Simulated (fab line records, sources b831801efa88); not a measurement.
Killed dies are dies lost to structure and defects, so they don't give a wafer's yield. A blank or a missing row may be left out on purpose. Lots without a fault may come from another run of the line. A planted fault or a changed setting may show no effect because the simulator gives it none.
One fault seen from 2 desks | flow sky130 | each desk has only its own numbers; what lay behind them comes last

THE METROLOGY DESK
What the gauges read, lot by lot, whatever tool the lot ran on: means of the sampled wafers that have a number. A lot is out of limits, marked OUT, if its mean lies more than 4 standard deviations from the usual mean; the brackets give that distance.
Columns: A = VT_ADJUST_PCH_OVL at SKY_VT_ADJUST_PCH_OVL_MEAS_07, usual 0.1 nm
lot  | first seen here | A
L605 | day 10 11:32    | 0.0
L608 | day 11 08:59    | 0.9
L610 | day 11 22:26    | -0.5
L617 | day 14 13:38    | -1.1
L618 | day 14 19:21    | 2.4
L619 | day 14 22:35    | 0.5
L620 | day 15 07:32    | 0.4
L622 | day 16 00:39    | 0.8
L623 | day 16 08:05    | 0.6
L624 | day 16 13:08    | 1.7
L625 | day 16 20:17    | -0.5
L626 | day 17 03:35    | 1.6
L627 | day 17 09:17    | 2.1
L628 | day 18 03:32    | -1.9
This desk's finding: nothing out of limits on any of the 14 lots.

THE TOOL OWNER'S DESK: iline_stepper-02
The tool's own readings at SKY_LDD_HVN_EXPOSE_04 (exposes mask HVNTM, target cd 700 nm): means of the sampled wafers that have a number, for each lot that ran on this tool. A lot is out of limits, marked OUT, if its mean lies more than 4 standard deviations from the usual mean; the brackets give that distance.
Columns: A = exposure_dose_mJ_cm2 at SKY_LDD_HVN_EXPOSE_04, usual 126.99; B = focus_offset_nm at SKY_LDD_HVN_EXPOSE_04, usual -0.1 nm; C = reticle_temp_C at SKY_LDD_HVN_EXPOSE_04, usual 23.03 C
lot  | first seen here | A      | B    | C
L619 | day 25 03:23    | 126.87 | 0.3  | 23.05
L620 | day 25 10:41    | 126.92 | 0.2  | 23.03
L622 | day 26 10:10    | 126.90 | -0.7 | 22.94
L624 | day 26 19:44    | 127.02 | 0.8  | 22.90
L626 | day 27 10:32    | 127.07 | -0.1 | 23.12
L627 | day 27 14:33    | 127.01 | -0.6 | 23.10
L628 | day 28 05:26    | 126.97 | -0.4 | 22.95
This desk's finding: nothing out of limits on any of the 7 lots.

PUT TOGETHER
The metrology desk saw nothing out of limits.
The tool owner's desk saw nothing out of limits.

WHAT THE SIMULATOR HAD PUT IN
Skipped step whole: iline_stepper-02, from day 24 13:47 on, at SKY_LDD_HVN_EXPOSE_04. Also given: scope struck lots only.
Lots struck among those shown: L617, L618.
